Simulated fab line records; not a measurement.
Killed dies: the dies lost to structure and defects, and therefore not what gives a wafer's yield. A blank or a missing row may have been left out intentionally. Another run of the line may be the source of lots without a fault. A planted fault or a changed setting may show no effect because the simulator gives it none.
A lot that was struck, set against a sound lot | flow gf180mcu | 15 steps out of a route of 602
Sound: the wafers L122.2, L122.3, L122.5. The struck wafers were L129.2, L129.3, L129.5. At the end, the cause is stated.
For every step that has rows: the tool of each side, followed by ch and its chambers, followed by its first start. Under that, the readings that differ: sound wafers | struck wafers | difference of the means | sigmas: that difference in standard deviations of wafers without a fault.
alike: readings with means less than 2 such deviations apart, plus words and numbers identical on both sides. not compared: withheld readings, readings lacking a value on some wafer, bounds such as >300 that could conceal the same value, and numbers that have no deviation in the record and whose values overlap.
A row with sigmas, a row that says differs or no value, or rows on one side alone: a step with any of these is where the two part. Numbers that don't overlap but have no deviation are shown without sigmas and don't part them. A reading missing from all wafers of one side parts the sides only when that side holds two or more wafers.

GF_STI_CMP_25: polishes, stops on Si3N4, t overpolish 33 s, target thk 524.6 nm.
  sound on cmp-01 ch 0,2,3, day 3 05:17; struck on cmp-01 ch 1,2,3, day 4 17:21
  alike: motorCurrentA, overpolishRunS, timeToEndpointS
then, 4 steps without rows for these wafers: GF_STI_WET_ETCH_26 (etches SiO2 in dHF, target depth 94 nm, time 188 s); GF_STI_WET_ETCH_27 (etches Si3N4 in H3PO4, target depth 160 nm, time 1825 s); GF_STI_WET_ETCH_28 (etches SiO2 in dHF, target depth 20 nm, time 40 s); GF_STI_OXIDATION_29 (stabilise 600 s, purge 300 s, target thk 10 nm).
GF_STI_THK_MEAS_30:
  sound on filmMetro-02, day 3 09:20; struck on filmMetro-01, day 4 19:40
  alike: STI_OXIDATION_02_THK
then, 6 steps without rows for these wafers: GF_DNWELL_DEHYDRATE_00 (time 60 s); GF_DNWELL_HMDS_01 (prime time 60 s); GF_DNWELL_COAT_02 (resist thk 3000 nm); GF_DNWELL_SOFTBAKE_03; GF_DNWELL_EXPOSE_04 (exposes mask DNWELL, target cd 1700 nm); GF_DNWELL_PEB_05.
GF_DNWELL_DEVELOP_06: develop time 60 s.
  sound on lithoTrack-04 ch 0, day 3 21:00; struck on lithoTrack-03 ch 0, day 5 09:00
reading            | sound             | struck            | difference | sigmas
developerTempC (C) | 23.14 23.19 23.08 | 22.22 22.23 22.19 | -0.92      | -9
next, for these wafers, 1 step has no rows: GF_DNWELL_IMPLANT_07.
GF_PASSIVATION_PROBE_99:
  the record holds rows for the sound wafers here (prober-02, day 30 15:13) but none for the struck ones

WHERE THEY PART
At GF_DNWELL_DEVELOP_06 first; at GF_PASSIVATION_PROBE_99 last (within this record only).

WHY: the cause the simulator had injected
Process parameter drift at GF_DNWELL_DEVELOP_06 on lithoTrack-03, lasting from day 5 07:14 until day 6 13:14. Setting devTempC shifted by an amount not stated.
